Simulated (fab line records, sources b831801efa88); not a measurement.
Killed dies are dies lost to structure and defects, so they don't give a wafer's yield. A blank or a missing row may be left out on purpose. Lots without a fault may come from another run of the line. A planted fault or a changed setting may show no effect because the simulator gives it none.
Which tool did it? | flow gf180mcu | 14 lots, 42 wafers sampled, at 4 steps of a route of 602

WHAT THE GAUGES READ, wafer by wafer
GF_HV_LDD_TW_MEAS_11.
lot  | measured     | on            | HV_LDD_TW
L860 | day 10 02:59 | film_metro-01 | 2436 2423 2432
L861 | day 10 08:12 | film_metro-04 | 2404 2402 2395
L862 | day 10 13:20 | film_metro-01 | 2435 2425 2450
L865 | day 11 13:49 | film_metro-04 | 2383 2381 2378
L866 | day 11 19:29 | film_metro-03 | 2433 2437 2446
L867 | day 12 01:04 | film_metro-04 | 2418 2419 2424
L868 | day 12 10:31 | film_metro-01 | 2441 2417 2422
L869 | day 12 19:33 | film_metro-01 | 2424 2413 2409
L870 | day 13 01:43 | film_metro-04 | 2376 2383 2378
L879 | day 15 20:30 | film_metro-01 | 2435 2430 2426
L880 | day 16 01:43 | film_metro-03 | 2424 2421 2438
L881 | day 16 11:50 | film_metro-04 | 2404 2388 2405
L882 | day 16 18:56 | film_metro-04 | 2397 2396 2387
L883 | day 17 04:26 | film_metro-03 | 2418 2431 2416

GF_HV_LDD_CD_MEAS_31: target cd 400 nm.
lot  | measured     | on        | cd_nm (nm)
L860 | day 11 14:58 | cd_sem-02 | 399.3 398.2 398.5
L861 | day 11 20:32 | cd_sem-02 | 402.5 402.7 402.9
L862 | day 12 01:28 | cd_sem-01 | 399.2 399.0 399.3
L865 | day 13 03:40 | cd_sem-02 | 399.9 399.3 399.7
L866 | day 13 10:10 | cd_sem-02 | 398.2 400.3 399.6
L867 | day 13 17:10 | cd_sem-01 | 401.9 400.7 403.2
L868 | day 14 02:43 | cd_sem-02 | 397.2 396.7 399.9
L869 | day 14 12:26 | cd_sem-02 | 399.1 394.6 398.1
L870 | day 14 19:12 | cd_sem-02 | 401.0 401.0 400.2
L879 | day 17 18:50 | cd_sem-02 | 400.8 400.1 399.5
L880 | day 17 23:35 | cd_sem-02 | 402.2 405.2 404.9
L881 | day 18 09:59 | cd_sem-01 | 396.2 399.6 399.0
L882 | day 18 18:41 | cd_sem-01 | 399.8 399.2 400.8
L883 | day 19 04:47 | cd_sem-01 | 398.1 396.6 398.6

GF_HV_LDD_THK_MEAS_57.
lot  | measured     | on            | HV_LDD_CVD_56_THK (nm)
L860 | day 12 14:11 | film_metro-03 | 90.1 90.5 89.9
L861 | day 12 22:28 | film_metro-04 | 88.5 88.0 88.2
L862 | day 13 02:12 | film_metro-01 | 89.3 89.2 89.3
L865 | day 14 04:22 | film_metro-01 | 90.4 88.6 90.2
L866 | day 14 11:32 | film_metro-04 | 90.7 91.7 91.2
L867 | day 14 18:14 | film_metro-03 | 91.2 92.1 91.4
L868 | day 15 03:56 | film_metro-04 | 90.2 91.2 89.7
L869 | day 15 14:14 | film_metro-04 | 134.5 134.4 134.0 134.4 134.3 134.0
L870 | day 15 20:56 | film_metro-01 | 133.5 134.2 134.0 133.5 134.2 133.9
L879 | day 18 22:17 | film_metro-04 | 88.7 88.8 88.6
L880 | day 19 02:50 | film_metro-03 | 90.2 89.9 89.9
L881 | day 19 14:42 | film_metro-01 | 90.1 90.0 90.1
L882 | day 19 22:35 | film_metro-01 | 89.6 90.4 90.7
L883 | day 20 08:37 | film_metro-03 | 89.7 89.7 89.4

WHICH TOOL RAN EACH LOT (tool, then ch and the chambers of the sampled wafers, then the start)
lot  | GF_HV_LDD_CVD_56
L860 | lpcvd-02 ch 1, day 12 12:46
L861 | lpcvd-02 ch 1, day 12 19:15
L862 | lpcvd-02 ch 0, day 13 00:04
L865 | lpcvd-02 ch 0, day 14 02:56
L866 | lpcvd-02 ch 0, day 14 10:07
L867 | lpcvd-01 ch 1, day 14 16:47
L868 | lpcvd-01 ch 0, day 15 02:30
L869 | lpcvd-01 ch 1, day 15 12:47
L870 | lpcvd-01 ch 1, day 15 19:29
L879 | lpcvd-01 ch 1, day 18 20:52
L880 | lpcvd-01 ch 1, day 19 01:25
L881 | lpcvd-02 ch 1, day 19 12:34
L882 | lpcvd-01 ch 1, day 19 21:10
L883 | lpcvd-02 ch 0, day 20 07:10
- GF_HV_LDD_CVD_56: deposits Si3N4 from DCS/NH3, target thk 90 nm, time 1543 s.

WHAT THE TOOLS THEMSELVES READ (means of the sampled wafers that have a number; where no wafer has one, the mark that the record gives instead)
GF_HV_LDD_CVD_56.
lot  | tool     | pressure_mtorr (mTorr)
L860 | lpcvd-02 | 250.2
L861 | lpcvd-02 | 249.4
L862 | lpcvd-02 | 250.0
L865 | lpcvd-02 | 250.2
L866 | lpcvd-02 | 250.4
L867 | lpcvd-01 | 249.4
L868 | lpcvd-01 | 250.8
L869 | lpcvd-01 | 250.1
L870 | lpcvd-01 | 249.6
L879 | lpcvd-01 | 249.9
L880 | lpcvd-01 | 250.7
L881 | lpcvd-02 | 250.0
L882 | lpcvd-01 | 249.8
L883 | lpcvd-02 | 250.1

THE ANSWER, worked out from the rows above alone
Rule: what is usual is taken from the lots themselves. Put in order of their means at a reading, lots are off if they are a third of the lots or fewer, leave a main group of 4 or more, and stand apart from it by a gap of 3 or more times the standard deviation of the main group's means; of several such gaps the widest counts. A main group whose means are all the same, to the digits that the tables above print for the reading, isn't used. A lot without any number at a reading at which 4 lots or more have one is off too. The other lots that the step has rows for count as sound. The gauges are gone through in route order, then the tools' own readings, and for those a lot's mean is taken as printed above. The first step at which some lot is off is used, and at that step the reading that is off furthest; a lot without a number counts as furthest.
Off: L869, L870, at GF_HV_LDD_THK_MEAS_57 (HV_LDD_CVD_56_THK). The main group: mean 89.9 nm, standard deviation 0.9.
A tool fits if, at a process step before that reading, it ran every lot that is off, and no sound lot after the first of them. The gauges at GF_HV_LDD_THK_MEAS_57 are tried like those tools. None of those tried fits.

WHAT THE SIMULATOR HAD PUT IN
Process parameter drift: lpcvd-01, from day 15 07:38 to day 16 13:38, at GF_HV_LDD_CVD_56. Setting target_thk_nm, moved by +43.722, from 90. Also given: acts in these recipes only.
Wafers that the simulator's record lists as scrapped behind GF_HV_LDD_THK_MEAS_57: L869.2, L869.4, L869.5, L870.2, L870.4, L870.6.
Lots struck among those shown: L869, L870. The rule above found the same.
